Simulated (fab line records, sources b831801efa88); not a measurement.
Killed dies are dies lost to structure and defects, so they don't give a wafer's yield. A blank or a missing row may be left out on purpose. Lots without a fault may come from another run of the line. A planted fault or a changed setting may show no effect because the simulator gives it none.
Chamber matching | flow sky130 | SKY_VIA4_ETCH_12 on rie_diel-03: 4 sister chambers
The step etches SiO2 in C4F8/O2/Ar, stops on TiN, target depth 580 nm. 4 wafers are shown with their chamber, then 7 later ones without.

WAFERS WITH THEIR CHAMBER
wafer  | chamber | oes_product_au (a.u.)
L088.1 | 2       | 0.921
L088.4 | 3       | 0.928
L089.2 | 1       | 0.927
L089.3 | 0       | 0.928

WAFERS WITHOUT THEIR CHAMBER
wafer  | oes_product_au (a.u.)
L089.4 | 0.926
L091.2 | 0.919
L091.4 | 0.925
L091.5 | 0.929
L092.1 | 0.929
L092.2 | 0.920
L092.4 | 0.925

WHICH CHAMBER EACH WENT THROUGH
wafer  | from the rows above               | in truth
L089.4 | can't be placed: 1 or 0 or 3      | 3
L091.2 | 2                                 | 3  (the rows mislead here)
L091.4 | can't be placed: 1 or 0 or 3 or 2 | 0
L091.5 | can't be placed: 0 or 3 or 1      | 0
L092.1 | can't be placed: 0 or 3 or 1      | 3
L092.2 | 2                                 | 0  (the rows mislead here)
L092.4 | can't be placed: 1 or 0 or 3 or 2 | 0
Placed correctly: 0 of 7. Can't be placed from these rows: 5 (the true chamber is among the candidates in 5). Placed wrongly: 2.
How it was worked out, from the rows above alone: a wafer's distance from a chamber is the root of the sum, over the readings, of the square of ((its reading less the chamber's mean) divided by the reading's scatter). The wafer belongs to the nearest chamber; if the next one is less than 2 further off, it can't be placed. A chamber's mean is the mean of its shown wafers. The scatter: with one shown wafer a chamber, the root of the mean of the squares of how far each hidden wafer lies from its nearest shown one.
